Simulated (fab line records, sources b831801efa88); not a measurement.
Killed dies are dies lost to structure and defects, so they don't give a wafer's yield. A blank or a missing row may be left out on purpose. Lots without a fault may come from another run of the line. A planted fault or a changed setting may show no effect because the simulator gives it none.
A struck lot beside a sound one | flow gf180mcu | 15 steps out of a route of 602
Sound: wafers L841.1, L841.3, L841.6. Struck: wafers L850.1, L850.2, L850.4. The cause comes at the end.
At each step with rows: each side's tool, then ch and its chambers, then its first start. Under that, the readings that differ: sound wafers | struck wafers | difference of the means | sigmas: that difference in standard deviations of wafers without a fault.
alike: readings whose means differ by less than 2 such deviations, and words and numbers that are the same on both sides. not compared: withheld readings, readings that some wafer has no value for, bounds like >300 that may hide the same value, and numbers for which the record gives no deviation and whose values overlap.
The two part at a step that has a row with sigmas, a row that says differs or no value, or rows on one side only. Numbers that don't overlap but have no deviation are shown without sigmas and don't part them. A reading that every wafer of one side lacks parts them only if that side has two wafers or more.

first, 7 steps without rows for these wafers: GF_NWELL_DEHYDRATE_00 (time 60 s); GF_NWELL_HMDS_01 (prime time 60 s); GF_NWELL_COAT_02 (resist thk 3000 nm); GF_NWELL_SOFTBAKE_03; GF_NWELL_EXPOSE_04 (exposes mask Nwell, target cd 860 nm); GF_NWELL_PEB_05; GF_NWELL_DEVELOP_06 (develop time 60 s).
GF_NWELL_OVL_MEAS_07:
  sound on overlay-02, day 3 14:02; struck on overlay-02, day 5 12:56
  alike: NWELL_OVL
then, 2 steps without rows for these wafers: GF_NWELL_IMPLANT_08; GF_NWELL_IMPLANT_09.
GF_NWELL_STRIP_10: strips in O2/N2.
  sound on plasma_asher-03 ch 0,1, day 3 14:22; struck on plasma_asher-03 ch 0,1, day 5 13:16
  alike: drypump_motor_current_A, heater_power_w, oes_product_au, strip_time_to_endpoint_s
  not compared: rf_hours_counter_h
GF_NWELL_TW_MEAS_11:
  sound on film_metro-02, day 3 14:28; struck on film_metro-01, day 5 13:22
  alike: NWELL_TW
GF_LVPWELL_DEHYDRATE_00: time 60 s.
  sound on litho_track-03 ch 0, day 3 19:58; struck on litho_track-01 ch 0, day 5 20:25
  reading          | sound             | struck            | difference | sigmas
  run_length_s (s) | 88.77 89.24 88.85 | 98.76 98.81 98.91 | +9.87      | +49
  alike: chill_plate_temp_C
then, 1 step without rows for these wafers: GF_LVPWELL_HMDS_01 (prime time 60 s).
GF_PASSIVATION_PROBE_99:
  the record has rows for the sound wafers here (prober-01, day 29 08:16) and none for the struck ones

WHERE THEY PART
First at GF_LVPWELL_DEHYDRATE_00; last, within this record, at GF_PASSIVATION_PROBE_99.

WHY: what the simulator had put in
Process parameter drift: litho_track-01, from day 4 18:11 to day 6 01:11, at GF_LVPWELL_DEHYDRATE_00. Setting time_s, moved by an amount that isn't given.
